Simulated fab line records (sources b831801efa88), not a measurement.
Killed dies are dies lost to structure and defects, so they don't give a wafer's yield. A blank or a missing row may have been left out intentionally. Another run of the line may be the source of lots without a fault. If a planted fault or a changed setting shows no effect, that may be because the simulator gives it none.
fab line records | flow sky130
[record] lots = 5 wafers = 15 last-day = 50
route steps=708 shown GATE_OXIDE@202 POLY_GATE@204 RES_PROTECT@206 PAD_OPEN@708
lots with no fault: from the same line, run without faults
start-h: start of the lot's first displayed wafer, in hours after the record's first day | wait-h: hours elapsed since this lot's preceding step | " repeats the value in the row above | L1.1+2: several wafers, shown together as one row | - value missing, or start not given | * or withheld: withheld | < > ~ a bound
route shown NAME@n: a module of which the file shows steps, and the number in the route of the first | usual: average and standard deviation across the fault-free wafers | same: alike in all rows | chamber/n: place in a boat | sites: readings site by site | _std_site: their standard deviation | _edge_site: inner sites' mean taken away from outer sites' mean | radius-mm: how far each site lies from the wafer's centre | mask NAME#n: copy n | behind: the last tool/chamber to shape the wafer | hold: the reason the lot was held/the length of the hold in hours/how it ended | device: which transistor (n, p or np) failed to switch | end of line: the route-end tests of the same wafers | where a step has no rows: the recipe by itself | killed: not the wafer's yield, but the dies lost to structure and defects at the first sort | map: per-die view of a wafer (x killed, . not killed, _ where there is no die)
set.NAME: the setting as run; set.NAME@STEP: as run at that earlier step | model.NAME: the simulator's own value behind a step, which no gauge read
lots seen at some steps along the route; tables by step, rows by wafer
services: a tool's chamber out of use, with start hour (start-h, from the record's first day; less than 0 if before it), hours out, and reason
[[steps]]
[step SKY_GATE_OXIDE_CLEAN_15]
[recipe] chemistry = SC1/SC2 mix = 1:4:20 temp-c = 70 time-s = 150 dry = n2-spin
[step SKY_GATE_OXIDE_OXIDATION_16]
[recipe] temp-c = 800 ambient = O2 idle-temp-c = 700 ramp-up-c-per-min = 10 ramp-down-c-per-min = 3 stabilise-s = 600 purge-s = 300 target-thk-a = 35.7 ox-time-s = 1915
[step SKY_POLY_GATE_CVD_00]
[recipe] material = poly-Si target-thk-nm = 180 temp-c = 620 time-s = 720 pressure-mtorr = 200
[step SKY_POLY_GATE_THK_MEAS_01]
[recipe] reads = poly-Si_of_POLY_GATE_CVD_00
[usual] POLY_GATE_CVD_00_THK = 180.0/1.5
// columns lot.wafer tool chamber start-h wait-h POLY_GATE_CVD_00_THK[nm]
L169.1 film-metro-03 - 322.82 0.0 181.5
L169.2 " - " " 182.3
L169.5 " - " " 180.9
L173.1 film-metro-04 - 336.70 0.0 179.3
L173.3 " - " " 179.3
L173.4 " - " " 180.0
L187.2 film-metro-03 - 460.01 0.0 178.9
L187.3 " - " " 180.3
L187.6 " - " " 180.0
L191.1 film-metro-03 - 509.21 0.0 180.3
L191.3 " - " " 179.9
L191.4 " - " " 181.1
L192.1 film-metro-03 - 512.36 0.0 179.6
L192.2 " - " " 180.4
L192.4 " - " " 182.0
[step SKY_RES_PROTECT_DEHYDRATE_00]
[recipe] temp-c = 200 time-s = 60
[step SKY_RES_PROTECT_HMDS_01]
[recipe] prime-time-s = 60 prime-temp-c = 120
[step SKY_RES_PROTECT_COAT_02]
[recipe] resist = NOVOLAK spin-rpm = 3000 resist-thk-nm = 1140
[step SKY_RES_PROTECT_SOFTBAKE_03]
[recipe] temp-c = 90 time-s = 60 resist = NOVOLAK
[step SKY_RES_PROTECT_EXPOSE_04]
[recipe] mask-id = RPM na = 0.6 source-shape = conventional sigma-outer = 0.6 polarization = unpolarized target-cd-nm = 1270 dose-mj = 131
[step SKY_RES_PROTECT_PEB_05]
[recipe] temp-c = withheld time-s = * resist = NOVOLAK
[step SKY_RES_PROTECT_DEVELOP_06]
[recipe] resist = NOVOLAK developer = TMAH develop-time-s = 60 dev-temp-c = 23
[step SKY_POLY_GATE_IMPLANT_02]
[recipe] species = P energy-kev = 30 dose-cm2 = 7.7e+15 tilt-deg = 0
[step SKY_RES_PROTECT_STRIP_07]
[recipe] chemistry = O2/N2 power-w = 1400 pressure-mtorr = 1500 platen-temp-c = withheld o2-flow-sccm = 3000 n2-flow-sccm = 300 overash-fraction = 0.5
[usual] drypump-motor-current-A = 5.74/0.25 o2-flow-sccm = 2999/8 oes-product-au = 0.517/0.0043 strip-time-to-endpoint-s = 23.28/0.046
// columns lot.wafer tool chamber start-h wait-h drypump-motor-current-A o2-flow-sccm oes-product-au rf-hours-counter-h strip-time-to-endpoint-s
L169.1 plasma-asher-04 1 348.94 0.1 5.74 2989 0.510 66 23.26
L169.2 " 0 " " 5.72 2993 0.519 66 23.33
L169.5 " 1 " " 5.76 3007 0.514 - 23.33
L173.1 plasma-asher-04 0 363.48 0.1 5.69 2983 0.625 68 -
L173.3 " 0 " " 5.73 2995 0.619 - -
L173.4 " 1 " " 5.73 2990 0.622 - -
L187.2 plasma-asher-02 0 489.73 0.1 5.27 3015 0.518 36 23.26
L187.3 " 1 " " 6.11 3002 0.524 - 23.29
L187.6 " 0 " " 5.28 3007 0.512 - 23.26
L191.1 plasma-asher-01 1 539.34 0.1 5.93 2996 0.513 82 23.29
L191.3 " 0 " " 5.73 3004 0.514 - 23.23
L191.4 " 1 " " 5.91 2997 0.517 - 23.23
L192.1 plasma-asher-02 1 541.93 0.1 6.10 3010 0.513 42 23.32
L192.2 " 0 " " 5.26 3000 0.521 42 23.33
L192.4 " 0 " " 5.26 2990 0.521 - 23.31
[step SKY_RES_PROTECT_TW_MEAS_08]
[usual] POLY_GATE_TW = 4077/19
// columns lot.wafer tool chamber start-h wait-h POLY_GATE_TW
L169.1 film-metro-03 - 349.04 0.1 4074
L169.2 " - " " 4097
L169.5 " - " " 4075
L173.1 film-metro-02 - 363.58 0.1 4057
L173.3 " - " " 4059
L173.4 " - " " 4073
L187.2 film-metro-03 - 489.84 0.1 4072
L187.3 " - " " 4077
L187.6 " - " " 4059
L191.1 film-metro-02 - 539.44 0.1 4081
L191.3 " - " " 4096
L191.4 " - " " 4073
L192.1 film-metro-03 - 542.03 0.1 4061
L192.2 " - " " 4072
L192.4 " - " " 4069
[step SKY_PAD_OPEN_PROBE_99]
[usual] killed_at_M0_to_M3 = 44/7.2 killed_at_M4_up = 3.1/1.7 killed-at-contacts = 25/5.1 killed-at-front-end = 14/4.6 killed-at-other = 0.3/0.59 killed-dies = 86/9.6 killed-open = 47/7.4 killed-short = 39/6
[same] gross-dies = 492 killed-at-back-side = 0
// columns lot.wafer tool chamber start-h wait-h killed_at_M0_to_M3 killed_at_M4_up killed-at-contacts killed-at-front-end killed-at-other killed-dies killed-open killed-short
L169.1 prober-01 - 1076.70 0.1 42 5 27 16 0 90 48 42
L169.2 prober-01 - 1076.75 0.1 35 5 26 23 0 89 45 44
L169.5 prober-01 - 1076.90 0.2 48 3 28 17 0 96 60 36
L187.2 prober-02 - 1167.76 0.1 44 3 31 13 1 92 51 41
L187.3 prober-02 - 1167.81 0.2 52 2 19 18 0 91 46 45
L187.6 prober-02 - 1167.96 0.2 46 4 22 14 1 87 47 40
L192.1 prober-02 - 1195.45 0.1 42 4 34 16 1 97 51 46
L192.2 prober-02 - 1195.50 0.1 38 5 19 15 0 77 37 40
L192.4 prober-02 - 1195.60 0.2 39 4 21 19 0 83 42 41
// killed by level:class
L169.1 VIA2:geometric-particle:open=8 VIA1:geometric-particle:short=7 LI_CONTACT:geometric-particle:open=7 CONTACT:geometric-particle:open=7 CONTACT:geometric-particle:short=6 VIA1:geometric-particle:open=6 METAL2:geometric-particle:short=5 METAL1:geometric-particle:short=5
L169.2 VIA2:geometric-particle:open=9 LI_CONTACT:geometric-particle:open=8 FIELD_ISO:geometric-particle:short=7 CONTACT:geometric-particle:open=7 FIELD_ISO:geometric-particle:open=6 POLY_GATE:geometric-particle:short=6 METAL1:geometric-particle:short=6 VIA1:geometric-particle:open=5
L169.5 VIA1:geometric-particle:open=13 CONTACT:geometric-particle:open=11 LI_CONTACT:geometric-particle:open=9 VIA2:geometric-particle:open=8 VIA3:geometric-particle:open=8 CONTACT:geometric-particle:short=5 METAL1:geometric-particle:short=5 METAL2:geometric-particle:short=5
L187.2 CONTACT:geometric-particle:open=11 LI_CONTACT:geometric-particle:open=9 VIA2:geometric-particle:open=8 CONTACT:geometric-particle:short=6 VIA1:geometric-particle:short=6 METAL2:geometric-particle:short=5 METAL1:geometric-particle:short=5 VIA1:geometric-particle:open=5
L187.3 VIA1:geometric-particle:open=17 CONTACT:geometric-particle:open=11 METAL3:geometric-particle:short=9 METAL2:geometric-particle:short=5 FIELD_ISO:geometric-particle:open=4 POLY_GATE:geometric-particle:short=4 CONTACT:geometric-particle:short=4 VIA1:geometric-particle:short=4
L187.6 VIA1:geometric-particle:open=13 LI_CONTACT:geometric-particle:open=8 VIA2:geometric-particle:open=8 VIA3:geometric-particle:open=6 METAL2:geometric-particle:short=5 VIA3:geometric-particle:short=5 FIELD_ISO:geometric-particle:open=4 CONTACT:geometric-particle:short=4
L192.1 CONTACT:geometric-particle:open=13 LI_CONTACT:geometric-particle:open=10 METAL1:geometric-particle:short=10 LOCAL_INTERCONNECT:geometric-particle:short=7 VIA3:geometric-particle:open=6 VIA1:geometric-particle:open=5 VIA2:geometric-particle:open=5 VIA2:geometric-particle:short=4
L192.2 LI_CONTACT:geometric-particle:open=9 VIA2:geometric-particle:open=8 VIA3:geometric-particle:short=7 POLY_GATE:geometric-particle:short=5 METAL2:geometric-particle:short=5 POLY_GATE:geometric-particle:open=4 CONTACT:geometric-particle:open=4 METAL1:geometric-particle:short=4
L192.4 LI_CONTACT:geometric-particle:open=11 METAL1:geometric-particle:short=8 VIA1:geometric-particle:open=8 POLY_GATE:geometric-particle:short=7 VIA1:geometric-particle:short=7 VIA2:geometric-particle:open=6 FIELD_ISO:geometric-particle:open=5 METAL4:geometric-particle:short=4
[[services]]
// columns tool chamber start-h hours kind
plasma-asher-01 - 343.33 2.8 pm
plasma-asher-02 - 405.88 2.8 pm
plasma-asher-04 - 421.25 9.0 pm
plasma-asher-04 0 421.25 9.0 vent-cycle
plasma-asher-04 1 421.25 9.0 vent-cycle
plasma-asher-04 0 430.25 - clean
plasma-asher-04 1 430.25 - clean
plasma-asher-04 - 540.27 14.6 pm
[[key]]
[first-sign] step = SKY_RES_PROTECT_STRIP_07 reading = oes-product-au direction = up sigmas = 25 usual = 0.517 struck = 0.622
effect none on later readings
met-at SKY_RES_PROTECT_STRIP_07
struck-wafers L173.1,L173.3,L173.4
tester-left-out L173
onset-between 348.94 363.48
[fault] kind = strip-aborted tool = plasma-asher-04 chamber = - onset-h = 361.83 steps = SKY_RES_PROTECT_STRIP_07 offset = 0.26948 end-h = 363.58
// tester-left-out: of these lots the tester's yield and bins aren't shown, on N5 and GAA mostly nor the transistor test; their killed dies are dies lost to structure and defects alone, not to doping, threshold or leakage, so they don't give the yield
